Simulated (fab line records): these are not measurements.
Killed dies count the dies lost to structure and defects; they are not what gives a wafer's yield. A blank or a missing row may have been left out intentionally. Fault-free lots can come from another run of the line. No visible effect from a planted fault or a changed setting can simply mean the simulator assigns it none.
Shared-tool check -- flow gf180mcu -- Lots sampled 13, wafers sampled 45

## WHY IT WAS OPENED
On 2 of the 13 lots, a flag is raised at GF_M2_CD_MEAS_14 on the reading cd-nm. Wafers without a fault read 279.9 nm, standard deviation 1.5.
Rule: a lot is flagged in two cases, either no wafer of it has a number, or all its wafers with numbers fall more than 4 standard deviations from that mean. The rest of the lots are taken to be sound.

lot,measured,on,"cd-nm (nm), wafer by wafer",flag
L896,day 19 04:55,cd-sem-01,282.5 282.2 282.9,
L897,day 19 19:34,cd-sem-01,279.6 279.5 278.8,
L898,day 19 22:49,cd-sem-02,280.9 279.6 280.7,
L899,day 20 12:33,cd-sem-02,280.3 280.8 279.6,
L901,day 21 06:41,cd-sem-02,280.6 280.8 280.4,
L903,day 21 23:32,cd-sem-02,279.5 280.7 278.8,
L904,day 22 09:40,cd-sem-02,279.7 279.7 280.1,
L905,day 22 11:35,cd-sem-02,279.4 279.3 280.1,
L908,day 23 21:07,cd-sem-01,279.2 278.6 278.5,
L909,day 24 07:07,cd-sem-02,275.2 276.1 276.6,
L912,day 25 07:58,cd-sem-02,289.7 289.7 289.6 289.5 289.8 289.4,FLAGGED
L913,day 25 12:34,cd-sem-01,281.4 280.4 281.7,
L915,day 25 23:18,cd-sem-01,291.0 289.7 290.2 291.0 289.9 290.4,FLAGGED
The mean of the flagged lots' numbers is 290.0 nm, +10.1 nm from the usual (+7 standard deviations).

## LOT BY LOT: THE TOOL USED
2 process steps preceding the reading are held in the record, out of 602 steps in the route. In each cell: the tool, then ch and the chambers that the sampled wafers went through, then the start.
lot,flag,GF_V1_CVD_23,GF_M2_EXPOSE_11
L896,,"cvd-w-01 ch 0,1, day 18 03:32","krf-scanner-01 ch 0, day 18 16:26"
L897,,"cvd-w-01 ch 0,1, day 18 18:07","krf-scanner-01 ch 0, day 19 06:50"
L898,,"cvd-w-02 ch 1, day 18 21:29","krf-scanner-02 ch 0, day 19 10:38"
L899,,"cvd-w-02 ch 0,1, day 19 11:29","krf-scanner-02 ch 0, day 20 00:51"
L901,,"cvd-w-02 ch 0,1, day 20 05:46","krf-scanner-02 ch 0, day 20 18:37"
L903,,"cvd-w-02 ch 0,1, day 20 22:52","krf-scanner-01 ch 0, day 21 11:20"
L904,,"cvd-w-01 ch 0,1, day 21 09:03","krf-scanner-01 ch 0, day 21 21:59"
L905,,"cvd-w-02 ch 0,1, day 21 10:58","krf-scanner-01 ch 0, day 22 00:26"
L908,,"cvd-w-01 ch 0,1, day 22 21:47","krf-scanner-02 ch 0, day 23 09:58"
L909,,"cvd-w-02 ch 0,1, day 23 07:38","krf-scanner-02 ch 0, day 23 20:06"
L912,FLAGGED,"cvd-w-02 ch 0,1, day 24 09:40","krf-scanner-01 ch 0, day 24 21:50"
L913,,"cvd-w-01 ch 0, day 24 14:44","krf-scanner-02 ch 0, day 25 02:24"
L915,FLAGGED,"cvd-w-02 ch 1, day 25 01:25","krf-scanner-01 ch 0, day 25 12:36"
These steps, and what they do:
- GF_V1_CVD_23: deposits W, target thk 350 nm, time 105.05 s.
- GF_M2_EXPOSE_11: exposes mask Metal2, target cd 280 nm.
- GF_M2_CD_MEAS_14: target cd 280 nm.

## FLAGGED AGAINST TOTAL, ONE TOOL AT A TIME (gauges that did the reading follow at the end)
step,tool,lots run,flagged,share of the flagged lots,sound lots run after its first flagged lot
GF_V1_CVD_23,cvd-w-01,5,0,none,-
GF_V1_CVD_23,cvd-w-02,8,2,all,0
GF_M2_EXPOSE_11,krf-scanner-01,7,2,all,0
GF_M2_EXPOSE_11,krf-scanner-02,6,0,none,-
GF_M2_CD_MEAS_14,cd-sem-01,5,1,some,0
GF_M2_CD_MEAS_14,cd-sem-02,8,1,some,0

## WHAT THE TABLE PERMITS
Rows of the table that ran all the flagged lots, 2 in number: cvd-w-02 at GF_V1_CVD_23; krf-scanner-01 at GF_M2_EXPOSE_11.
- cvd-w-02 at GF_V1_CVD_23: 2 of its 8 lots flagged. It ran its last sound lot, L909, at day 23 07:38 and its first flagged lot, L912, at day 24 09:40: a fault with its onset between the two fits.
- krf-scanner-01 at GF_M2_EXPOSE_11: 2 of its 7 lots flagged. It ran its last sound lot, L905, at day 22 00:26 and its first flagged lot, L912, at day 24 21:50: a fault with its onset between the two fits. Its own readings (exposure-dose-mJ-cm2) fall more than 4 standard deviations out on all wafers of the flagged lots.
Because each of these 2 tools fits a fault that began at some hour, counting lots does not separate them. More lots, or a look at what each step does to the wafer, might.

## WHAT THE SIMULATOR HAD INSERTED
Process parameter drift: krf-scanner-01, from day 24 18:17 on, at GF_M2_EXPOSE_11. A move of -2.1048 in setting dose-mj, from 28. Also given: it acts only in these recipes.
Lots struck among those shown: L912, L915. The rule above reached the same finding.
